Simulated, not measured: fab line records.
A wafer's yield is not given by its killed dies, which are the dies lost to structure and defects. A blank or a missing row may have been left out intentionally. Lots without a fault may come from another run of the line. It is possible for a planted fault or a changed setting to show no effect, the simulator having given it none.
Commonality check across tools	flow sky130	Sample size 10 lots and 30 wafers

== WHY THIS WAS OPENED ==
At SKY_VT_ADJUST_LVTN_TW_MEAS_10 the reading VT_ADJUST_LVTN_TW is flagged on 3 of 10 lots. No-fault wafers: 242.8, standard deviation 2.5.
Rule: a lot gets a flag if all its wafers with a number sit over 4 standard deviations from that mean, or if no wafer of it has a number. The rest of the lots are taken to be sound.

lot	measured	on	VT_ADJUST_LVTN_TW, wafer by wafer	flag
L971	day 7 02:14	film metro-01	244.8 245.9 244.0	
L975	day 8 06:56	film metro-04	243.1 244.6 243.6	
L985	day 11 00:55	film metro-01	1381.3 1387.9 1383.4	FLAGGED
L986	day 11 05:16	film metro-04	1361.7 1370.5 1371.8	FLAGGED
L987	day 11 11:29	film metro-03	1357.9 1347.4 1344.9	FLAGGED
L988	day 11 17:47	film metro-03	238.5 241.2 240.8	
L990	day 12 05:31	film metro-01	246.3 245.8 246.7	
L991	day 12 10:41	film metro-03	241.2 241.0 241.5	
L992	day 13 01:31	film metro-01	245.7 247.5 246.7	
L993	day 13 06:43	film metro-03	240.5 240.4 242.3	
Flagged lots average 1367.4: +1124.6 relative to the usual, that is +99 or more standard deviations.

== WHICH TOOL RAN EACH LOT ==
4 process steps preceding the reading are held in the record, out of 708 steps in the route. Cell contents, in order: the tool; ch with the chambers the sampled wafers went through; the start.
lot	flag	SKY_NWELL_STRIP_25	SKY_NWELL_RTA_28	SKY_VT_ADJUST_HVTP_COAT_02	SKY_VT_ADJUST_LVTN_STRIP_09
L971		plasma asher-03 ch 0,1, day 5 13:01	rtp anneal-02 ch 0, day 5 13:14	litho track-03 ch 0, day 5 21:42	plasma asher-02 ch 0,1, day 7 02:07
L975		plasma asher-03 ch 0,1, day 6 14:17	rtp anneal-02 ch 0, day 6 14:31	litho track-01 ch 0, day 7 00:28	plasma asher-02 ch 0,1, day 8 06:50
L985	FLAGGED	plasma asher-03 ch 0,1, day 9 03:22	rtp anneal-02 ch 0, day 9 03:35	litho track-01, day 9 14:34	plasma asher-02 ch 0,1, day 11 00:49
L986	FLAGGED	plasma asher-02 ch 0,1, day 9 07:04	rtp anneal-01 ch 0, day 9 07:17	litho track-01, day 9 18:38	plasma asher-02 ch 0,1, day 11 05:10
L987	FLAGGED	plasma asher-01 ch 0,1, day 9 13:10	rtp anneal-02 ch 0, day 9 13:23	litho track-03, day 10 00:09	plasma asher-04 ch 0,1, day 11 11:22
L988		plasma asher-01 ch 0,1, day 9 18:42	rtp anneal-01 ch 0, day 9 18:56	litho track-03 ch 0, day 10 05:24	plasma asher-02 ch 0,1, day 11 17:41
L990		plasma asher-03 ch 0,1, day 10 05:58	rtp anneal-02 ch 0, day 10 06:12	litho track-02 ch 0, day 10 17:45	plasma asher-04 ch 1, day 12 05:25
L991		plasma asher-01 ch 0,1, day 10 10:51	rtp anneal-01 ch 0, day 10 11:05	litho track-01 ch 0, day 10 22:56	plasma asher-03 ch 0,1, day 12 10:35
L992		plasma asher-03 ch 1, day 11 01:10	rtp anneal-01 ch 0, day 11 01:23	litho track-03 ch 0, day 11 13:06	plasma asher-02 ch 0,1, day 13 01:25
L993		plasma asher-02 ch 0, day 11 06:19	rtp anneal-02 ch 0, day 11 06:32	litho track-02 ch 0, day 11 18:33	plasma asher-03 ch 1, day 13 06:37
What the steps here do:
- SKY_NWELL_STRIP_25: strips in O2/N2.
- SKY_NWELL_RTA_28: time 30 s.
- SKY_VT_ADJUST_HVTP_COAT_02: resist thk 1140 nm.
- SKY_VT_ADJUST_LVTN_STRIP_09: strips in O2/N2.
- SKY_VT_ADJUST_LVTN_TW_MEAS_10

== FLAGGED AGAINST TOTAL, ONE TOOL AT A TIME (gauges that did the reading follow at the end) ==
step	tool	lots run	flagged	share of the flagged lots	sound lots run after its first flagged lot
SKY_NWELL_STRIP_25	plasma asher-01	3	1	some	2 (L988,L991)
SKY_NWELL_STRIP_25	plasma asher-02	2	1	some	1 (L993)
SKY_NWELL_STRIP_25	plasma asher-03	5	1	some	2 (L990,L992)
SKY_NWELL_RTA_28	rtp anneal-01	4	1	some	3 (L988,L991,L992)
SKY_NWELL_RTA_28	rtp anneal-02	6	2	some	2 (L990,L993)
SKY_VT_ADJUST_HVTP_COAT_02	litho track-01	4	2	some	1 (L991)
SKY_VT_ADJUST_HVTP_COAT_02	litho track-02	2	0	none	-
SKY_VT_ADJUST_HVTP_COAT_02	litho track-03	4	1	some	2 (L988,L992)
SKY_VT_ADJUST_LVTN_STRIP_09	plasma asher-02	6	2	some	2 (L988,L992)
SKY_VT_ADJUST_LVTN_STRIP_09	plasma asher-03	2	0	none	-
SKY_VT_ADJUST_LVTN_STRIP_09	plasma asher-04	2	1	some	1 (L990)
SKY_VT_ADJUST_LVTN_TW_MEAS_10	film metro-01	4	1	some	2 (L990,L992)
SKY_VT_ADJUST_LVTN_TW_MEAS_10	film metro-03	4	1	some	3 (L988,L991,L993)
SKY_VT_ADJUST_LVTN_TW_MEAS_10	film metro-04	2	1	some	0

== WHAT THE TABLE ALLOWS ==
No row of the table ran every flagged lot.

== WHAT HAD BEEN PUT IN BY THE SIMULATOR ==
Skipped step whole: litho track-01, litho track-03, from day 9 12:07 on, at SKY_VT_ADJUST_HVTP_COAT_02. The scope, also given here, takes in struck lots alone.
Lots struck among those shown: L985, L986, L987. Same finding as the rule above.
